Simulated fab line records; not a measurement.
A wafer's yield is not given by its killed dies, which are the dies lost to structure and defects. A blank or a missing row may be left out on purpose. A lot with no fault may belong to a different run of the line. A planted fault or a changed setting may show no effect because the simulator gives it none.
Problem report in the 8D (eight disciplines) form, filled by code :: flow sky130 :: the parts of the form that need people (team, actions taken, sign-off) are left out

== 1. THE PROBLEM ==
SKY_PAD_OPEN_PROBE_99, killed_at_M0_to_M3: mean 201 on 3 wafers (1 lot); fault-free wafers 44, standard deviation 6.2. That puts it +25 standard deviations away from the usual mean.
First observed at day 48 14:59: wafer L213.3, on prober-02. At this step, 25 wafers from 10 lots have a number in the record. Rule for "out", or "out of limits": more than 4 standard deviations from the usual mean. The rest of the wafers with a number are treated as sound.

== 2. WHAT THIS IS AND IS NOT ==
question: which readings at this step
is: killed_at_M0_to_M3, defect-limited-yield, killed-dies, killed-on-rim, sort_bin_5_function, sort_bin_6_memory, sort-n-pass, sort-yield-pct
is not: killed_at_M4_up, killed-at-contacts, killed-at-front-end, killed-at-other

question: which lots
is: L213
is not: L206, L208, L210, L211, L217, L222, L223, L224, L225

question: which wafers of those lots
is: all that have a number
is not: -

question: read on which tools
is: prober-02
is not: prober-01

question: when
is: from day 48 14:59
is not: up to then (10 sound wafers); but 12 sound wafers of L217, L222, L223, L224, L225 came after

== 3. THE SUSPECTS, EACH WITH WHAT RULES IT OUT ==
Counting: a tool stays on the suspect list if, at a process step up to the reading, it processed all lots that are out and no sound lot following the first of them.
- cmp-02 at SKY_VIA1_CMP_02 (polishes SiO2): ruled out as a lasting fault. Following L213 (day 36 15:49), the first lot on it that is out, the sound lots L223, L225 were run on it.
- cvd-w-01 at SKY_VIA2_CVD_21 (deposits W, target thk 420 nm, time 126.4 s): ruled out as a lasting fault. Following L213 (day 39 23:19), the first lot on it that is out, the sound lots L217, L222, L223 were run on it.
- prober-02 at SKY_PAD_OPEN_PROBE_99: ruled out as a lasting fault. Following L213 (day 48 14:59), the first lot on it that is out, the sound lots L217, L223, L225 were run on it.
Left after counting: nothing in the record.

== 4. THE CAUSE (what the simulator had put in) ==
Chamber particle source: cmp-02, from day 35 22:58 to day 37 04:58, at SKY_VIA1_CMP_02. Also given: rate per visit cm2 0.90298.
Counting ruled it out, wrongly: the rule takes a fault to strike every lot that its tool runs from its start on, and this one did not.

== 5. SEQUENCE OF EFFECTS, ordered by route ==
Rows list readings where the struck wafers' mean (over those with a number) sits beyond 3 standard deviations from the usual. Scope: only readings with a usual standard deviation given in the record; hours: median across lots of the time from each lot's start at the first step in this table that gives one to its start at this step; sigmas: change in usual standard deviations.
hours: 0
step: SKY_PAD_OPEN_PROBE_99
reading: defect-limited-yield
usual: 82.1 %
on struck wafers: 52.0
change: -30.1
sigmas: -17

hours: 0
step: SKY_PAD_OPEN_PROBE_99
reading: killed_at_M0_to_M3
usual: 44
on struck wafers: 201
change: +157
sigmas: +25

hours: 0
step: SKY_PAD_OPEN_PROBE_99
reading: killed-dies
usual: 88
on struck wafers: 236
change: +148
sigmas: +16

hours: 0
step: SKY_PAD_OPEN_PROBE_99
reading: killed-on-rim
usual: 17
on struck wafers: 48
change: +31
sigmas: +8.4

hours: 0
step: SKY_PAD_OPEN_PROBE_99
reading: sort_bin_3_pad_short
usual: 0.9 %
on struck wafers: 2.6
change: +1.7
sigmas: +3.7

hours: 0
step: SKY_PAD_OPEN_PROBE_99
reading: sort_bin_5_function
usual: 10.6 %
on struck wafers: 31.5
change: +20.9
sigmas: +15

hours: 0
step: SKY_PAD_OPEN_PROBE_99
reading: sort_bin_6_memory
usual: 6.4 %
on struck wafers: 13.9
change: +7.5
sigmas: +6.8

hours: 0
step: SKY_PAD_OPEN_PROBE_99
reading: sort-n-pass
usual: 404
on struck wafers: 256
change: -148
sigmas: -16

hours: 0
step: SKY_PAD_OPEN_PROBE_99
reading: sort-yield-pct
usual: 82.1 %
on struck wafers: 52.0
change: -30.1
sigmas: -17
Here are the process steps it includes:
- SKY_PAD_OPEN_PROBE_99

== 6. WHAT WOULD HAVE CAUGHT IT SOONER ==
The fault began at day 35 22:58; the first out-of-limits reading in this record came at day 48 14:59, 304 hours later.
Of the tool readings at SKY_VIA1_CMP_02 for which the record gives a usual standard deviation, none was out on any struck wafer, so an alarm limit of 4 standard deviations on them would not have fired.
